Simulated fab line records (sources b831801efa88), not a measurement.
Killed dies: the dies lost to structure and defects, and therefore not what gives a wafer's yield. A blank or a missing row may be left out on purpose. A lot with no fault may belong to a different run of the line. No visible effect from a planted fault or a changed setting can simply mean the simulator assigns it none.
fab line records || flow sky130
record {"lots": 13, "wafers": 39, "last_day": 49}
route steps=708 shown METAL4@632 PAD_OPEN@708
lots that met no fault: taken from a fault-free run of the same line
start_h: start of the lot's first displayed wafer, in hours after the record's first day || wait_h: hours elapsed since this lot's preceding step || " identical to the entry in the row above || L1.1+2: one row covering several wafers at once || - no value present, or no start provided || * or withheld: withheld || < > ~ a bound
route shown NAME@n: names a module that has steps shown in the file, with the first one's number in the route || usual: average and standard deviation across the fault-free wafers || same: alike in all rows || chamber/n: place in a boat || sites: per-site readings || _std_site: how widely they spread, as a standard deviation || _edge_site: outer sites' mean less inner sites' || radius_mm: how far each site lies from the wafer's centre || mask NAME#n: copy n || behind: the tool/chamber that last shaped the wafer || hold: reason for holding the lot/hours on hold/outcome of the hold || device: whichever transistor did not switch (one of n, p or np) || end of line: tests run on the same wafers once the route is complete || a step with no rows: only its recipe || killed: at the first sort, the dies lost to defects and structure; wafer yield is something else || map: per-die view of a wafer (x killed, . not killed, _ where there is no die)
set.NAME: the setting as run; set.NAME@STEP: as run at that earlier step || model.NAME: the simulator's own value behind a step, which no gauge read
one table for each step of the route and one row for each wafer, over a sample of lots
services: when a tool's chamber went out of use (start_h, in hours from the record's first day, below 0 if earlier), for how many hours, and the reason
## steps
# step SKY_METAL4_ETCH_16
# recipe {"chemistry": "N2/H2", "target": "BARC", "ion_energy_ev": 200, "bias_w": 100, "pressure_mtorr": 30, "n2_flow_sccm": 100, "h2_flow_sccm": 200, "icp_w": 500, "stop_on": "SiO2", "time_s": 88.2, "target_depth_a": 600}
# usual {"chamber_pressure_mTorr": "29.995/0.026", "drypump_motor_current_A": "5.80/0.23", "oes_product_au": "0.625/0.0045", "run_length_s": "116.6/0.32", "throttle_valve_pct": "13.205/0.0092"}
{"lot.wafer": "L846.1", "tool": "rie_metal-01", "chamber": 0, "start_h": 974.68, "wait_h": 0.0, "chamber_pressure_mTorr": 29.978, "drypump_motor_current_A": 6.04, "oes_product_au": 0.628, "rf_hours_counter_h": 8, "run_length_s": 116.8, "throttle_valve_pct": 13.203}
{"lot.wafer": "L846.4", "tool": "rie_metal-01", "chamber": 1, "start_h": 974.68, "wait_h": 0.0, "chamber_pressure_mTorr": 30.007, "drypump_motor_current_A": 5.68, "oes_product_au": 0.629, "rf_hours_counter_h": "-", "run_length_s": 115.8, "throttle_valve_pct": 13.201}
{"lot.wafer": "L846.6", "tool": "rie_metal-01", "chamber": 0, "start_h": 974.68, "wait_h": 0.0, "chamber_pressure_mTorr": 30.068, "drypump_motor_current_A": 6.03, "oes_product_au": 0.622, "rf_hours_counter_h": "-", "run_length_s": 116.7, "throttle_valve_pct": 13.197}
{"lot.wafer": "L847.4", "tool": "rie_metal-03", "chamber": 1, "start_h": 976.28, "wait_h": 0.0, "chamber_pressure_mTorr": 29.975, "drypump_motor_current_A": 5.91, "oes_product_au": 0.618, "rf_hours_counter_h": "-", "run_length_s": 116.5, "throttle_valve_pct": 13.206}
{"lot.wafer": "L847.5", "tool": "rie_metal-03", "chamber": 0, "start_h": 976.28, "wait_h": 0.0, "chamber_pressure_mTorr": 30.038, "drypump_motor_current_A": 5.52, "oes_product_au": 0.636, "rf_hours_counter_h": "-", "run_length_s": 116.6, "throttle_valve_pct": 13.214}
{"lot.wafer": "L847.6", "tool": "rie_metal-03", "chamber": 1, "start_h": 976.28, "wait_h": 0.0, "chamber_pressure_mTorr": 30.032, "drypump_motor_current_A": 5.89, "oes_product_au": 0.622, "rf_hours_counter_h": "-", "run_length_s": 116.7, "throttle_valve_pct": 13.213}
{"lot.wafer": "L848.1", "tool": "rie_metal-03", "chamber": 0, "start_h": 985.83, "wait_h": 0.1, "chamber_pressure_mTorr": 29.996, "drypump_motor_current_A": 5.52, "oes_product_au": 0.634, "rf_hours_counter_h": 10, "run_length_s": 116.3, "throttle_valve_pct": 13.198}
{"lot.wafer": "L848.3", "tool": "rie_metal-03", "chamber": 0, "start_h": 985.83, "wait_h": 0.1, "chamber_pressure_mTorr": 29.936, "drypump_motor_current_A": 5.50, "oes_product_au": 0.627, "rf_hours_counter_h": "-", "run_length_s": 116.7, "throttle_valve_pct": 13.194}
{"lot.wafer": "L848.6", "tool": "rie_metal-03", "chamber": 0, "start_h": 985.83, "wait_h": 0.1, "chamber_pressure_mTorr": 30.042, "drypump_motor_current_A": 5.51, "oes_product_au": 0.633, "rf_hours_counter_h": "-", "run_length_s": 116.9, "throttle_valve_pct": 13.202}
{"lot.wafer": "L849.1", "tool": "rie_metal-02", "chamber": 0, "start_h": 989.79, "wait_h": 0.0, "chamber_pressure_mTorr": 30.049, "drypump_motor_current_A": 5.62, "oes_product_au": 0.625, "rf_hours_counter_h": 0, "run_length_s": 117.1, "throttle_valve_pct": 13.211}
{"lot.wafer": "L849.3", "tool": "rie_metal-02", "chamber": 1, "start_h": 989.79, "wait_h": 0.0, "chamber_pressure_mTorr": 30.030, "drypump_motor_current_A": 6.14, "oes_product_au": 0.625, "rf_hours_counter_h": "-", "run_length_s": 116.6, "throttle_valve_pct": 13.197}
{"lot.wafer": "L849.5", "tool": "rie_metal-02", "chamber": 1, "start_h": 989.79, "wait_h": 0.0, "chamber_pressure_mTorr": 29.942, "drypump_motor_current_A": 6.13, "oes_product_au": 0.623, "rf_hours_counter_h": "-", "run_length_s": 116.9, "throttle_valve_pct": 13.213}
{"lot.wafer": "L850.2", "tool": "rie_metal-03", "chamber": 0, "start_h": 1002.54, "wait_h": 0.0, "chamber_pressure_mTorr": 29.985, "drypump_motor_current_A": 5.47, "oes_product_au": 0.631, "rf_hours_counter_h": 11, "run_length_s": 116.6, "throttle_valve_pct": 13.213}
{"lot.wafer": "L850.3", "tool": "rie_metal-03", "chamber": 1, "start_h": 1002.54, "wait_h": 0.0, "chamber_pressure_mTorr": 30.005, "drypump_motor_current_A": 5.93, "oes_product_au": 0.632, "rf_hours_counter_h": "-", "run_length_s": 116.6, "throttle_valve_pct": 13.203}
{"lot.wafer": "L850.4", "tool": "rie_metal-03", "chamber": 0, "start_h": 1002.54, "wait_h": 0.0, "chamber_pressure_mTorr": 29.977, "drypump_motor_current_A": 5.50, "oes_product_au": 0.628, "rf_hours_counter_h": "-", "run_length_s": 116.6, "throttle_valve_pct": 13.229}
{"lot.wafer": "L851.2", "tool": "rie_metal-02", "chamber": 1, "start_h": 1011.00, "wait_h": 0.0, "chamber_pressure_mTorr": 29.961, "drypump_motor_current_A": 6.17, "oes_product_au": 0.626, "rf_hours_counter_h": 9, "run_length_s": 116.5, "throttle_valve_pct": 13.210}
{"lot.wafer": "L851.3", "tool": "rie_metal-02", "chamber": 0, "start_h": 1011.00, "wait_h": 0.0, "chamber_pressure_mTorr": 29.953, "drypump_motor_current_A": 5.64, "oes_product_au": 0.620, "rf_hours_counter_h": "-", "run_length_s": 116.4, "throttle_valve_pct": 13.215}
{"lot.wafer": "L851.6", "tool": "rie_metal-02", "chamber": 1, "start_h": 1011.00, "wait_h": 0.0, "chamber_pressure_mTorr": 29.999, "drypump_motor_current_A": 6.18, "oes_product_au": 0.628, "rf_hours_counter_h": "-", "run_length_s": 116.4, "throttle_valve_pct": 13.213}
{"lot.wafer": "L853.3", "tool": "rie_metal-01", "chamber": 1, "start_h": 1024.76, "wait_h": 0.0, "chamber_pressure_mTorr": 30.001, "drypump_motor_current_A": 5.68, "oes_product_au": 0.628, "rf_hours_counter_h": "-", "run_length_s": 115.9, "throttle_valve_pct": 13.196}
{"lot.wafer": "L853.4", "tool": "rie_metal-01", "chamber": 0, "start_h": 1024.76, "wait_h": 0.0, "chamber_pressure_mTorr": 30.026, "drypump_motor_current_A": 6.03, "oes_product_au": 0.625, "rf_hours_counter_h": "-", "run_length_s": 116.5, "throttle_valve_pct": 13.202}
{"lot.wafer": "L853.5", "tool": "rie_metal-01", "chamber": 0, "start_h": 1024.76, "wait_h": 0.0, "chamber_pressure_mTorr": 29.985, "drypump_motor_current_A": 6.05, "oes_product_au": 0.633, "rf_hours_counter_h": "-", "run_length_s": 116.7, "throttle_valve_pct": 13.193}
{"lot.wafer": "L855.2", "tool": "rie_metal-01", "chamber": 0, "start_h": 1043.49, "wait_h": 0.0, "chamber_pressure_mTorr": 29.995, "drypump_motor_current_A": 6.01, "oes_product_au": 0.629, "rf_hours_counter_h": 12, "run_length_s": 116.9, "throttle_valve_pct": 13.195}
{"lot.wafer": "L855.4", "tool": "rie_metal-01", "chamber": 0, "start_h": 1043.49, "wait_h": 0.0, "chamber_pressure_mTorr": 29.980, "drypump_motor_current_A": 6.01, "oes_product_au": 0.625, "rf_hours_counter_h": "-", "run_length_s": 116.5, "throttle_valve_pct": 13.198}
{"lot.wafer": "L855.6", "tool": "rie_metal-01", "chamber": 0, "start_h": 1043.49, "wait_h": 0.0, "chamber_pressure_mTorr": 29.995, "drypump_motor_current_A": 6.01, "oes_product_au": 0.624, "rf_hours_counter_h": "-", "run_length_s": 116.8, "throttle_valve_pct": 13.206}
{"lot.wafer": "L856.2", "tool": "rie_metal-03", "chamber": 0, "start_h": 1050.30, "wait_h": 0.0, "chamber_pressure_mTorr": 30.001, "drypump_motor_current_A": 5.53, "oes_product_au": 0.623, "rf_hours_counter_h": 14, "run_length_s": 116.7, "throttle_valve_pct": 13.189}
{"lot.wafer": "L856.3", "tool": "rie_metal-03", "chamber": 1, "start_h": 1050.30, "wait_h": 0.0, "chamber_pressure_mTorr": 29.953, "drypump_motor_current_A": 5.95, "oes_product_au": 0.621, "rf_hours_counter_h": "-", "run_length_s": 116.5, "throttle_valve_pct": 13.212}
{"lot.wafer": "L856.5", "tool": "rie_metal-03", "chamber": 0, "start_h": 1050.30, "wait_h": 0.0, "chamber_pressure_mTorr": 29.993, "drypump_motor_current_A": 5.52, "oes_product_au": 0.622, "rf_hours_counter_h": "-", "run_length_s": 116.5, "throttle_valve_pct": 13.199}
{"lot.wafer": "L857.2", "tool": "rie_metal-02", "chamber": 0, "start_h": 1055.55, "wait_h": 0.0, "chamber_pressure_mTorr": 29.967, "drypump_motor_current_A": 5.63, "oes_product_au": 0.626, "rf_hours_counter_h": 5, "run_length_s": 116.6, "throttle_valve_pct": 13.198}
{"lot.wafer": "L857.4", "tool": "rie_metal-02", "chamber": 1, "start_h": 1055.55, "wait_h": 0.0, "chamber_pressure_mTorr": 29.962, "drypump_motor_current_A": 6.16, "oes_product_au": 0.626, "rf_hours_counter_h": "-", "run_length_s": 116.3, "throttle_valve_pct": 13.211}
{"lot.wafer": "L857.5", "tool": "rie_metal-02", "chamber": 1, "start_h": 1055.55, "wait_h": 0.0, "chamber_pressure_mTorr": 30.006, "drypump_motor_current_A": 6.15, "oes_product_au": 0.630, "rf_hours_counter_h": "-", "run_length_s": 116.7, "throttle_valve_pct": 13.214}
{"lot.wafer": "L858.2", "tool": "rie_metal-03", "chamber": 1, "start_h": 1058.75, "wait_h": 0.0, "chamber_pressure_mTorr": 30.025, "drypump_motor_current_A": 5.92, "oes_product_au": 0.629, "rf_hours_counter_h": 15, "run_length_s": 117.1, "throttle_valve_pct": 13.207}
{"lot.wafer": "L858.3", "tool": "rie_metal-03", "chamber": 1, "start_h": 1058.75, "wait_h": 0.0, "chamber_pressure_mTorr": 30.026, "drypump_motor_current_A": 5.91, "oes_product_au": 0.625, "rf_hours_counter_h": "-", "run_length_s": 116.8, "throttle_valve_pct": 13.206}
{"lot.wafer": "L858.6", "tool": "rie_metal-03", "chamber": 0, "start_h": 1058.75, "wait_h": 0.0, "chamber_pressure_mTorr": 30.020, "drypump_motor_current_A": 5.50, "oes_product_au": 0.615, "rf_hours_counter_h": "-", "run_length_s": 116.6, "throttle_valve_pct": 13.210}
{"lot.wafer": "L859.1", "tool": "rie_metal-03", "chamber": 1, "start_h": 1076.11, "wait_h": 0.0, "chamber_pressure_mTorr": 30.002, "drypump_motor_current_A": 5.94, "oes_product_au": 0.621, "rf_hours_counter_h": 16, "run_length_s": 116.9, "throttle_valve_pct": 13.206}
{"lot.wafer": "L859.3", "tool": "rie_metal-03", "chamber": 1, "start_h": 1076.11, "wait_h": 0.0, "chamber_pressure_mTorr": 29.980, "drypump_motor_current_A": 5.96, "oes_product_au": 0.624, "rf_hours_counter_h": "-", "run_length_s": 116.5, "throttle_valve_pct": 13.200}
{"lot.wafer": "L859.5", "tool": "rie_metal-03", "chamber": 1, "start_h": 1076.11, "wait_h": 0.0, "chamber_pressure_mTorr": 29.972, "drypump_motor_current_A": 5.95, "oes_product_au": 0.622, "rf_hours_counter_h": "-", "run_length_s": 117.0, "throttle_valve_pct": 13.199}
{"lot.wafer": "L860.1", "tool": "rie_metal-03", "chamber": 0, "start_h": 1085.18, "wait_h": 0.0, "chamber_pressure_mTorr": 30.028, "drypump_motor_current_A": 5.51, "oes_product_au": 0.629, "rf_hours_counter_h": 17, "run_length_s": 116.8, "throttle_valve_pct": 13.217}
{"lot.wafer": "L860.2", "tool": "rie_metal-03", "chamber": 1, "start_h": 1085.18, "wait_h": 0.0, "chamber_pressure_mTorr": 30.006, "drypump_motor_current_A": 5.93, "oes_product_au": 0.625, "rf_hours_counter_h": 17, "run_length_s": 117.1, "throttle_valve_pct": 13.190}
{"lot.wafer": "L860.6", "tool": "rie_metal-03", "chamber": 1, "start_h": 1085.18, "wait_h": 0.0, "chamber_pressure_mTorr": 30.004, "drypump_motor_current_A": 5.93, "oes_product_au": 0.935, "rf_hours_counter_h": "-", "run_length_s": 83.0, "throttle_valve_pct": 13.237}
# step SKY_METAL4_STRIP_19
# recipe {"chemistry": "O2/N2", "power_w": 1400, "pressure_mtorr": 1500, "platen_temp_c": "withheld", "o2_flow_sccm": 3000, "n2_flow_sccm": 300, "overash_fraction": 0.5}
# usual {"chamber_pressure_mTorr": "1499.9/1.3", "drypump_motor_current_A": "6.14/0.21", "oes_product_au": "0.501/0.0059", "strip_time_to_endpoint_s": "6.53/0.084"}
{"lot.wafer": "L846.1", "tool": "plasma_asher-04", "chamber": 0, "start_h": 975.15, "wait_h": 0.3, "chamber_pressure_mTorr": 1501.4, "drypump_motor_current_A": 6.37, "oes_product_au": 0.504, "rf_hours_counter_h": 87, "strip_time_to_endpoint_s": 6.53}
{"lot.wafer": "L846.4", "tool": "plasma_asher-04", "chamber": 0, "start_h": 975.15, "wait_h": 0.3, "chamber_pressure_mTorr": 1501.0, "drypump_motor_current_A": 6.35, "oes_product_au": 0.495, "rf_hours_counter_h": "-", "strip_time_to_endpoint_s": 6.56}
{"lot.wafer": "L846.6", "tool": "plasma_asher-04", "chamber": 0, "start_h": 975.15, "wait_h": 0.3, "chamber_pressure_mTorr": 1497.7, "drypump_motor_current_A": 6.36, "oes_product_au": 0.499, "rf_hours_counter_h": "-", "strip_time_to_endpoint_s": 6.59}
{"lot.wafer": "L847.4", "tool": "plasma_asher-01", "chamber": 1, "start_h": 976.58, "wait_h": 0.1, "chamber_pressure_mTorr": 1500.5, "drypump_motor_current_A": 6.36, "oes_product_au": 0.499, "rf_hours_counter_h": "-", "strip_time_to_endpoint_s": 6.31}
{"lot.wafer": "L847.5", "tool": "plasma_asher-01", "chamber": 1, "start_h": 976.58, "wait_h": 0.1, "chamber_pressure_mTorr": 1500.3, "drypump_motor_current_A": 6.37, "oes_product_au": 0.501, "rf_hours_counter_h": "-", "strip_time_to_endpoint_s": 6.58}
{"lot.wafer": "L847.6", "tool": "plasma_asher-01", "chamber": 0, "start_h": 976.58, "wait_h": 0.1, "chamber_pressure_mTorr": 1499.9, "drypump_motor_current_A": 5.84, "oes_product_au": 0.499, "rf_hours_counter_h": "-", "strip_time_to_endpoint_s": 6.32}
{"lot.wafer": "L848.1", "tool": "plasma_asher-01", "chamber": 1, "start_h": 986.22, "wait_h": 0.1, "chamber_pressure_mTorr": 1499.3, "drypump_motor_current_A": 6.37, "oes_product_au": 0.504, "rf_hours_counter_h": 119, "strip_time_to_endpoint_s": 6.53}
{"lot.wafer": "L848.3", "tool": "plasma_asher-01", "chamber": 1, "start_h": 986.22, "wait_h": 0.1, "chamber_pressure_mTorr": 1499.3, "drypump_motor_current_A": 6.38, "oes_product_au": 0.500, "rf_hours_counter_h": "-", "strip_time_to_endpoint_s": 6.60}
{"lot.wafer": "L848.6", "tool": "plasma_asher-01", "chamber": 1, "start_h": 986.22, "wait_h": 0.1, "chamber_pressure_mTorr": 1499.6, "drypump_motor_current_A": 6.36, "oes_product_au": 0.506, "rf_hours_counter_h": "-", "strip_time_to_endpoint_s": 6.56}
{"lot.wafer": "L849.1", "tool": "plasma_asher-04", "chamber": 0, "start_h": 990.08, "wait_h": 0.1, "chamber_pressure_mTorr": 1499.4, "drypump_motor_current_A": 6.34, "oes_product_au": 0.496, "rf_hours_counter_h": 88, "strip_time_to_endpoint_s": 6.30}
{"lot.wafer": "L849.3", "tool": "plasma_asher-04", "chamber": 0, "start_h": 990.08, "wait_h": 0.1, "chamber_pressure_mTorr": 1500.8, "drypump_motor_current_A": 6.33, "oes_product_au": 0.493, "rf_hours_counter_h": "-", "strip_time_to_endpoint_s": 6.30}
{"lot.wafer": "L849.5", "tool": "plasma_asher-04", "chamber": 0, "start_h": 990.08, "wait_h": 0.1, "chamber_pressure_mTorr": 1501.7, "drypump_motor_current_A": 6.35, "oes_product_au": 0.492, "rf_hours_counter_h": "-", "strip_time_to_endpoint_s": 6.35}
{"lot.wafer": "L850.2", "tool": "plasma_asher-03", "chamber": 1, "start_h": 1002.83, "wait_h": 0.1, "chamber_pressure_mTorr": 1497.7, "drypump_motor_current_A": 6.17, "oes_product_au": 0.499, "rf_hours_counter_h": 57, "strip_time_to_endpoint_s": 6.54}
{"lot.wafer": "L850.3", "tool": "plasma_asher-03", "chamber": 0, "start_h": 1002.83, "wait_h": 0.1, "chamber_pressure_mTorr": 1498.3, "drypump_motor_current_A": 5.98, "oes_product_au": 0.491, "rf_hours_counter_h": "-", "strip_time_to_endpoint_s": 6.51}
{"lot.wafer": "L850.4", "tool": "plasma_asher-03", "chamber": 1, "start_h": 1002.83, "wait_h": 0.1, "chamber_pressure_mTorr": 1499.7, "drypump_motor_current_A": 6.14, "oes_product_au": 0.492, "rf_hours_counter_h": "-", "strip_time_to_endpoint_s": 6.43}
{"lot.wafer": "L851.2", "tool": "plasma_asher-03", "chamber": 1, "start_h": 1011.29, "wait_h": 0.1, "chamber_pressure_mTorr": 1497.0, "drypump_motor_current_A": 6.16, "oes_product_au": 0.498, "rf_hours_counter_h": 58, "strip_time_to_endpoint_s": 6.45}
{"lot.wafer": "L851.3", "tool": "plasma_asher-03", "chamber": 0, "start_h": 1011.29, "wait_h": 0.1, "chamber_pressure_mTorr": 1499.5, "drypump_motor_current_A": 5.95, "oes_product_au": 0.517, "rf_hours_counter_h": "-", "strip_time_to_endpoint_s": 6.59}
{"lot.wafer": "L851.6", "tool": "plasma_asher-03", "chamber": 1, "start_h": 1011.29, "wait_h": 0.1, "chamber_pressure_mTorr": 1499.8, "drypump_motor_current_A": 6.15, "oes_product_au": 0.497, "rf_hours_counter_h": "-", "strip_time_to_endpoint_s": 6.48}
{"lot.wafer": "L853.3", "tool": "plasma_asher-01", "chamber": 1, "start_h": 1025.06, "wait_h": 0.1, "chamber_pressure_mTorr": 1498.6, "drypump_motor_current_A": 6.37, "oes_product_au": 0.505, "rf_hours_counter_h": "-", "strip_time_to_endpoint_s": 6.57}
{"lot.wafer": "L853.4", "tool": "plasma_asher-01", "chamber": 0, "start_h": 1025.06, "wait_h": 0.1, "chamber_pressure_mTorr": 1499.7, "drypump_motor_current_A": 5.85, "oes_product_au": 0.508, "rf_hours_counter_h": "-", "strip_time_to_endpoint_s": 6.51}
{"lot.wafer": "L853.5", "tool": "plasma_asher-01", "chamber": 0, "start_h": 1025.06, "wait_h": 0.1, "chamber_pressure_mTorr": 1500.6, "drypump_motor_current_A": 5.84, "oes_product_au": 0.504, "rf_hours_counter_h": "-", "strip_time_to_endpoint_s": 6.61}
{"lot.wafer": "L855.2", "tool": "plasma_asher-01", "chamber": 1, "start_h": 1043.78, "wait_h": 0.1, "chamber_pressure_mTorr": 1500.5, "drypump_motor_current_A": 6.39, "oes_product_au": 0.503, "rf_hours_counter_h": 125, "strip_time_to_endpoint_s": 6.45}
{"lot.wafer": "L855.4", "tool": "plasma_asher-01", "chamber": 1, "start_h": 1043.78, "wait_h": 0.1, "chamber_pressure_mTorr": 1497.5, "drypump_motor_current_A": 6.40, "oes_product_au": 0.499, "rf_hours_counter_h": "-", "strip_time_to_endpoint_s": 6.47}
{"lot.wafer": "L855.6", "tool": "plasma_asher-01", "chamber": 1, "start_h": 1043.78, "wait_h": 0.1, "chamber_pressure_mTorr": 1499.5, "drypump_motor_current_A": 6.39, "oes_product_au": 0.491, "rf_hours_counter_h": "-", "strip_time_to_endpoint_s": 6.45}
{"lot.wafer": "L856.2", "tool": "plasma_asher-01", "chamber": 0, "start_h": 1050.59, "wait_h": 0.1, "chamber_pressure_mTorr": 1503.0, "drypump_motor_current_A": 5.83, "oes_product_au": 0.497, "rf_hours_counter_h": 126, "strip_time_to_endpoint_s": 6.55}
{"lot.wafer": "L856.3", "tool": "plasma_asher-01", "chamber": 1, "start_h": 1050.59, "wait_h": 0.1, "chamber_pressure_mTorr": 1501.4, "drypump_motor_current_A": 6.36, "oes_product_au": 0.493, "rf_hours_counter_h": "-", "strip_time_to_endpoint_s": 6.47}
{"lot.wafer": "L856.5", "tool": "plasma_asher-01", "chamber": 0, "start_h": 1050.59, "wait_h": 0.1, "chamber_pressure_mTorr": 1498.0, "drypump_motor_current_A": 5.83, "oes_product_au": 0.499, "rf_hours_counter_h": "-", "strip_time_to_endpoint_s": 6.59}
{"lot.wafer": "L857.2", "tool": "plasma_asher-03", "chamber": 1, "start_h": 1055.84, "wait_h": 0.1, "chamber_pressure_mTorr": 1500.3, "drypump_motor_current_A": 6.17, "oes_product_au": 0.501, "rf_hours_counter_h": 62, "strip_time_to_endpoint_s": 6.47}
{"lot.wafer": "L857.4", "tool": "plasma_asher-03", "chamber": 0, "start_h": 1055.84, "wait_h": 0.1, "chamber_pressure_mTorr": 1501.6, "drypump_motor_current_A": 5.96, "oes_product_au": 0.490, "rf_hours_counter_h": "-", "strip_time_to_endpoint_s": 6.41}
{"lot.wafer": "L857.5", "tool": "plasma_asher-03", "chamber": 0, "start_h": 1055.84, "wait_h": 0.1, "chamber_pressure_mTorr": 1500.1, "drypump_motor_current_A": 5.96, "oes_product_au": 0.500, "rf_hours_counter_h": "-", "strip_time_to_endpoint_s": 6.53}
{"lot.wafer": "L858.2", "tool": "plasma_asher-03", "chamber": 0, "start_h": 1059.04, "wait_h": 0.1, "chamber_pressure_mTorr": 1501.0, "drypump_motor_current_A": 5.98, "oes_product_au": 0.500, "rf_hours_counter_h": 63, "strip_time_to_endpoint_s": 6.50}
{"lot.wafer": "L858.3", "tool": "plasma_asher-03", "chamber": 0, "start_h": 1059.04, "wait_h": 0.1, "chamber_pressure_mTorr": 1502.0, "drypump_motor_current_A": 5.98, "oes_product_au": 0.494, "rf_hours_counter_h": "-", "strip_time_to_endpoint_s": 6.50}
{"lot.wafer": "L858.6", "tool": "plasma_asher-03", "chamber": 1, "start_h": 1059.04, "wait_h": 0.1, "chamber_pressure_mTorr": 1498.9, "drypump_motor_current_A": 6.16, "oes_product_au": 0.510, "rf_hours_counter_h": "-", "strip_time_to_endpoint_s": 6.56}
{"lot.wafer": "L859.1", "tool": "plasma_asher-04", "chamber": 1, "start_h": 1076.40, "wait_h": 0.1, "chamber_pressure_mTorr": 1497.8, "drypump_motor_current_A": 6.26, "oes_product_au": 0.496, "rf_hours_counter_h": 95, "strip_time_to_endpoint_s": 6.46}
{"lot.wafer": "L859.3", "tool": "plasma_asher-04", "chamber": 1, "start_h": 1076.40, "wait_h": 0.1, "chamber_pressure_mTorr": 1499.8, "drypump_motor_current_A": 6.27, "oes_product_au": 0.501, "rf_hours_counter_h": "-", "strip_time_to_endpoint_s": 6.61}
{"lot.wafer": "L859.5", "tool": "plasma_asher-04", "chamber": 1, "start_h": 1076.40, "wait_h": 0.1, "chamber_pressure_mTorr": 1499.1, "drypump_motor_current_A": 6.26, "oes_product_au": 0.504, "rf_hours_counter_h": "-", "strip_time_to_endpoint_s": 6.58}
{"lot.wafer": "L860.1", "tool": "plasma_asher-04", "chamber": 1, "start_h": 1085.48, "wait_h": 0.1, "chamber_pressure_mTorr": 1499.4, "drypump_motor_current_A": 6.25, "oes_product_au": 0.504, "rf_hours_counter_h": 96, "strip_time_to_endpoint_s": 6.57}
{"lot.wafer": "L860.2", "tool": "plasma_asher-04", "chamber": 0, "start_h": 1085.48, "wait_h": 0.1, "chamber_pressure_mTorr": 1500.7, "drypump_motor_current_A": 6.34, "oes_product_au": 0.501, "rf_hours_counter_h": 96, "strip_time_to_endpoint_s": 6.47}
{"lot.wafer": "L860.6", "tool": "plasma_asher-04", "chamber": 1, "start_h": 1085.48, "wait_h": 0.1, "chamber_pressure_mTorr": 1498.3, "drypump_motor_current_A": 6.25, "oes_product_au": 0.512, "rf_hours_counter_h": "-", "strip_time_to_endpoint_s": 6.80}
# step SKY_PAD_OPEN_PROBE_99
# usual {"defect_limited_yield": "82.7/1.8", "killed_at_M0_to_M3": "44/6.8", "killed_at_M4_up": "3.2/1.7", "killed_at_contacts": "24/4.9", "killed_at_front_end": "14/4.1", "killed_at_other": "0.2/0.51", "killed_dies": "85/8.7", "killed_open": "46/6.8", "killed_short": "39/6.1", "sort_bin_3_pad_short": "0.9/0.43", "sort_bin_5_function": "10.1/1.4", "sort_bin_6_memory": "6.3/1.1", "sort_n_pass": "407/8.7", "sort_yield_pct": "82.7/1.8"}
# same {"gross_dies": 492, "killed_at_back_side": 0, "sort_bin_4_leakage[%]": 0, "sort_bin_8_speed[%]": 0}
{"lot.wafer": "L860.6", "tool": "prober-02", "chamber": "-", "start_h": 1168.47, "wait_h": 0.2, "defect_limited_yield[%]": 80.5, "killed_at_M0_to_M3": 48, "killed_at_M4_up": 3, "killed_at_contacts": 27, "killed_at_front_end": 18, "killed_at_other": 0, "killed_dies": 96, "killed_open": 51, "killed_short": 45, "sort_bin_3_pad_short[%]": 0.2, "sort_bin_5_function[%]": 12.0, "sort_bin_6_memory[%]": 7.3, "sort_n_pass": 396, "sort_yield_pct[%]": 80.5}
# killed by level:class
L860.6 CONTACT:geometric_particle:open=11 METAL2:geometric_particle:short=8 VIA1:geometric_particle:open=7 VIA3:geometric_particle:open=7 FIELD_ISO:geometric_particle:open=6 LI_CONTACT:geometric_particle:open=6 CONTACT:geometric_particle:short=5 METAL1:geometric_particle:short=5
## services
{"tool": "plasma_asher-01", "chamber": "-", "start_h": 965.19, "hours": 2.8, "kind": "pm"}
{"tool": "rie_metal-02", "chamber": 0, "start_h": 965.54, "hours": "-", "kind": "clean"}
{"tool": "rie_metal-02", "chamber": 0, "start_h": 965.54, "hours": 18.5, "kind": "scheduled_down"}
{"tool": "rie_metal-02", "chamber": 0, "start_h": 965.54, "hours": 18.5, "kind": "vent_cycle"}
{"tool": "rie_metal-03", "chamber": 1, "start_h": 978.67, "hours": 17.9, "kind": "repair"}
{"tool": "rie_metal-03", "chamber": "-", "start_h": 980.57, "hours": 2.8, "kind": "pm"}
{"tool": "plasma_asher-04", "chamber": "-", "start_h": 1004.79, "hours": 14.6, "kind": "pm"}
{"tool": "plasma_asher-03", "chamber": "-", "start_h": 1039.53, "hours": 4.2, "kind": "repair"}
{"tool": "plasma_asher-01", "chamber": "-", "start_h": 1055.25, "hours": 9.0, "kind": "pm"}
{"tool": "plasma_asher-01", "chamber": 0, "start_h": 1055.25, "hours": 9.0, "kind": "vent_cycle"}
{"tool": "plasma_asher-01", "chamber": 1, "start_h": 1055.25, "hours": 9.0, "kind": "vent_cycle"}
{"tool": "plasma_asher-01", "chamber": 0, "start_h": 1064.25, "hours": "-", "kind": "clean"}
{"tool": "plasma_asher-01", "chamber": 1, "start_h": 1064.25, "hours": "-", "kind": "clean"}
{"tool": "rie_metal-01", "chamber": "-", "start_h": 1068.02, "hours": 0.2, "kind": "repair"}
## key
first_sign {"step": "SKY_METAL4_ETCH_16", "reading": "run_length_s", "direction": "down", "sigmas": "99+", "usual": "*", "struck": "*"}
effect {"step": "SKY_METAL4_ETCH_16", "reading": "oes_product_au", "direction": "up", "sigmas": 69, "usual": 0.625, "struck": 0.935}
effect {"step": "SKY_METAL4_STRIP_19", "reading": "strip_time_to_endpoint_s", "direction": "up", "sigmas": 3.3, "usual": "*", "struck": "*"}
met_at SKY_METAL4_ETCH_16
struck_lots L860
struck_wafers L860.6
onset_between 1076.11 1085.18
fault {"kind": "process_parameter_drift", "tool": "rie_metal-03", "chamber": "-", "onset_h": 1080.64, "steps": "SKY_METAL4_ETCH_16", "channel": "time_s", "offset": "*", "shape": "step", "end_h": 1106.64, "scope": "struck_wafers_only", "acts_in": "*", "stated": "*"}
